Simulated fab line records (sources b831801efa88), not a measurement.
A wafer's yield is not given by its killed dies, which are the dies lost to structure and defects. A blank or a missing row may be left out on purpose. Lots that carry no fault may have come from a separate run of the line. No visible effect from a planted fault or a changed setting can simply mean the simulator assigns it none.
Which tool is to blame? / flow sky130 / Sampling: 15 lots, 45 wafers, 3 of 708 route steps

WHAT THE GAUGES READ, wafer by wafer
SKY_FIELD_ISO_THK_MEAS_23. Usual: FIELD_ISO_OXIDATION_01_THK typically reads 10.09 nm, with standard deviation 0.22.
lot=L860; measured=day 2 09:39; on=film_metro-03; FIELD_ISO_OXIDATION_01_THK (nm)=9.99 9.94 9.83; flag=
lot=L861; measured=day 2 14:01; on=film_metro-02; FIELD_ISO_OXIDATION_01_THK (nm)=9.80 9.92 9.90; flag=
lot=L862; measured=day 2 18:38; on=film_metro-01; FIELD_ISO_OXIDATION_01_THK (nm)=9.74 9.80 9.88; flag=
lot=L864; measured=day 3 06:44; on=film_metro-01; FIELD_ISO_OXIDATION_01_THK (nm)=10.33 10.28 10.39; flag=
lot=L868; measured=day 4 02:05; on=film_metro-03; FIELD_ISO_OXIDATION_01_THK (nm)=10.16 10.46 10.39; flag=
lot=L869; measured=day 4 07:52; on=film_metro-02; FIELD_ISO_OXIDATION_01_THK (nm)=10.19 10.31 10.24; flag=
lot=L870; measured=day 4 11:20; on=film_metro-01; FIELD_ISO_OXIDATION_01_THK (nm)=10.26 10.28 10.30; flag=
lot=L871; measured=day 4 14:51; on=film_metro-02; FIELD_ISO_OXIDATION_01_THK (nm)=10.17 10.29 10.31; flag=
lot=L874; measured=day 5 09:59; on=film_metro-02; FIELD_ISO_OXIDATION_01_THK (nm)=10.07 10.11 10.07; flag=
lot=L875; measured=day 5 13:57; on=film_metro-02; FIELD_ISO_OXIDATION_01_THK (nm)=10.10 10.16 10.07; flag=
lot=L876; measured=day 5 20:22; on=film_metro-03; FIELD_ISO_OXIDATION_01_THK (nm)=10.14 10.15 10.21; flag=
lot=L877; measured=day 6 00:08; on=film_metro-02; FIELD_ISO_OXIDATION_01_THK (nm)=9.60 9.90 9.56; flag=
lot=L878; measured=day 6 04:47; on=film_metro-02; FIELD_ISO_OXIDATION_01_THK (nm)=10.16 10.05 10.19; flag=
lot=L879; measured=day 6 12:22; on=film_metro-02; FIELD_ISO_OXIDATION_01_THK (nm)=9.87 10.11 10.03; flag=
lot=L880; measured=day 6 16:25; on=film_metro-01; FIELD_ISO_OXIDATION_01_THK (nm)=10.36 10.19 10.16; flag=

SKY_NWELL_THK_MEAS_02. Usual: NWELL_OXIDATION_THK typically reads 10.02 nm, with standard deviation 0.22.
lot=L860; measured=day 2 15:25; on=film_metro-03; NWELL_OXIDATION_THK (nm)=9.75 10.10 9.83; flag=
lot=L861; measured=day 2 20:00; on=film_metro-03; NWELL_OXIDATION_THK (nm)=9.75 9.80 9.80; flag=
lot=L862; measured=day 3 01:15; on=film_metro-04; NWELL_OXIDATION_THK (nm)=10.09 10.11 10.02; flag=
lot=L864; measured=day 3 11:58; on=film_metro-01; NWELL_OXIDATION_THK (nm)=10.02 10.18 10.17; flag=
lot=L868; measured=day 4 07:28; on=film_metro-01; NWELL_OXIDATION_THK (nm)=10.11 10.14 10.24; flag=
lot=L869; measured=day 4 12:38; on=film_metro-04; NWELL_OXIDATION_THK (nm)=9.58 9.40 9.62; flag=
lot=L870; measured=day 4 16:02; on=film_metro-04; NWELL_OXIDATION_THK (nm)=9.85 9.89 9.90; flag=
lot=L871; measured=day 4 18:51; on=film_metro-01; NWELL_OXIDATION_THK (nm)=10.15 9.91 9.97; flag=
lot=L874; measured=day 5 15:21; on=film_metro-03; NWELL_OXIDATION_THK (nm)=10.14 10.09 10.11; flag=
lot=L875; measured=day 5 19:55; on=film_metro-03; NWELL_OXIDATION_THK (nm)=10.12 10.17 10.16; flag=
lot=L876; measured=day 6 02:05; on=film_metro-01; NWELL_OXIDATION_THK (nm)=10.22 10.39 10.16; flag=
lot=L877; measured=day 6 06:10; on=film_metro-01; NWELL_OXIDATION_THK (nm)=9.94 9.91 10.16; flag=
lot=L878; measured=day 6 13:46; on=film_metro-04; NWELL_OXIDATION_THK (nm)=10.12 10.23 9.99; flag=
lot=L879; measured=day 6 19:04; on=film_metro-01; NWELL_OXIDATION_THK (nm)=10.26 10.07 10.24; flag=
lot=L880; measured=day 7 01:28; on=film_metro-01; NWELL_OXIDATION_THK (nm)=9.84 10.01 9.89; flag=

WHICH TOOL RAN EACH LOT (tool, then ch and the chambers of the sampled wafers, then the start)
lot=L860; SKY_FIELD_ISO_ETCH_14=rie_diel-04 ch 2,3, day 2 05:53
lot=L861; SKY_FIELD_ISO_ETCH_14=rie_diel-01 ch 0,2,3, day 2 11:20
lot=L862; SKY_FIELD_ISO_ETCH_14=rie_diel-01 ch 2,3, day 2 15:56
lot=L864; SKY_FIELD_ISO_ETCH_14=rie_diel-02 ch 1,2, day 3 04:59
lot=L868; SKY_FIELD_ISO_ETCH_14=rie_diel-01 ch 0,1,2, day 3 22:32
lot=L869; SKY_FIELD_ISO_ETCH_14=rie_diel-02 ch 1,2,3, day 4 04:16
lot=L870; SKY_FIELD_ISO_ETCH_14=rie_diel-02 ch 1,3, day 4 09:38
lot=L871; SKY_FIELD_ISO_ETCH_14=rie_diel-02 ch 2,3, day 4 12:59
lot=L874; SKY_FIELD_ISO_ETCH_14=rie_diel-04 ch 0,1, day 5 07:44
lot=L875; SKY_FIELD_ISO_ETCH_14=rie_diel-02 ch 0,2,3, day 5 10:56
lot=L876; SKY_FIELD_ISO_ETCH_14=rie_diel-04 ch 0,2, day 5 17:33
lot=L877; SKY_FIELD_ISO_ETCH_14=rie_diel-02 ch 0,1,2, day 5 21:38
lot=L878; SKY_FIELD_ISO_ETCH_14=rie_diel-02 ch 0,1, day 6 01:51
lot=L879; SKY_FIELD_ISO_ETCH_14=rie_diel-01 ch 0,3, day 6 09:06
lot=L880; SKY_FIELD_ISO_ETCH_14=rie_diel-01 ch 2,3, day 6 13:32
- SKY_FIELD_ISO_ETCH_14: etches BARC in N2/H2, stops on SiO2, time 45.9 s, target depth 60 nm.

WHAT THE TOOLS THEMSELVES READ (means of the sampled wafers that have a number; where no wafer has one, the mark that the record gives instead)
SKY_FIELD_ISO_ETCH_14. Usual: drypump_motor_current_A 5.7 A, standard deviation 0.33; oes_product_au 0.854 a.u., standard deviation 0.0049; throttle_valve_pct 13.224 %, standard deviation 0.0098.
lot=L860; tool=rie_diel-04; drypump_motor_current_A (A)=5.9; oes_product_au (a.u.)=0.852; throttle_valve_pct (%)=13.224; flag=
lot=L861; tool=rie_diel-01; drypump_motor_current_A (A)=5.8; oes_product_au (a.u.)=0.856; throttle_valve_pct (%)=13.227; flag=
lot=L862; tool=rie_diel-01; drypump_motor_current_A (A)=5.7; oes_product_au (a.u.)=0.860; throttle_valve_pct (%)=13.229; flag=
lot=L864; tool=rie_diel-02; drypump_motor_current_A (A)=5.8; oes_product_au (a.u.)=0.851; throttle_valve_pct (%)=13.226; flag=
lot=L868; tool=rie_diel-01; drypump_motor_current_A (A)=5.7; oes_product_au (a.u.)=0.857; throttle_valve_pct (%)=13.214; flag=
lot=L869; tool=rie_diel-02; drypump_motor_current_A (A)=5.4; oes_product_au (a.u.)=0.854; throttle_valve_pct (%)=13.233; flag=
lot=L870; tool=rie_diel-02; drypump_motor_current_A (A)=5.3; oes_product_au (a.u.)=0.856; throttle_valve_pct (%)=13.226; flag=
lot=L871; tool=rie_diel-02; drypump_motor_current_A (A)=5.6; oes_product_au (a.u.)=0.855; throttle_valve_pct (%)=13.224; flag=
lot=L874; tool=rie_diel-04; drypump_motor_current_A (A)=5.9; oes_product_au (a.u.)=0.857; throttle_valve_pct (%)=13.230; flag=
lot=L875; tool=rie_diel-02; drypump_motor_current_A (A)=5.5; oes_product_au (a.u.)=0.850; throttle_valve_pct (%)=13.230; flag=
lot=L876; tool=rie_diel-04; drypump_motor_current_A (A)=6.2; oes_product_au (a.u.)=0.852; throttle_valve_pct (%)=13.223; flag=
lot=L877; tool=rie_diel-02; drypump_motor_current_A (A)=5.7; oes_product_au (a.u.)=0.855; throttle_valve_pct (%)=13.215; flag=
lot=L878; tool=rie_diel-02; drypump_motor_current_A (A)=5.6; oes_product_au (a.u.)=0.850; throttle_valve_pct (%)=13.224; flag=
lot=L879; tool=rie_diel-01; drypump_motor_current_A (A)=5.9; oes_product_au (a.u.)=0.850; throttle_valve_pct (%)=13.222; flag=
lot=L880; tool=rie_diel-01; drypump_motor_current_A (A)=5.6; oes_product_au (a.u.)=0.848; throttle_valve_pct (%)=13.226; flag=

THE ANSWER, worked out from the rows above alone
Rule: a lot counts as off when the mean over its wafers that have a number is more than 3 standard deviations away from the usual mean. Also off: a lot with no number at a reading for which 4 or more lots have one. Any other lot the step has rows for is counted as sound. The gauges are gone through in route order, then the tools' own readings, and for those a lot's mean is taken as printed above. At the first step where some lot is off, the reading lying furthest off is the one used; lots without a number count as furthest.
No lot is off at any reading shown: from this, nothing can be told.

WHAT WAS PUT IN BY THE SIMULATOR
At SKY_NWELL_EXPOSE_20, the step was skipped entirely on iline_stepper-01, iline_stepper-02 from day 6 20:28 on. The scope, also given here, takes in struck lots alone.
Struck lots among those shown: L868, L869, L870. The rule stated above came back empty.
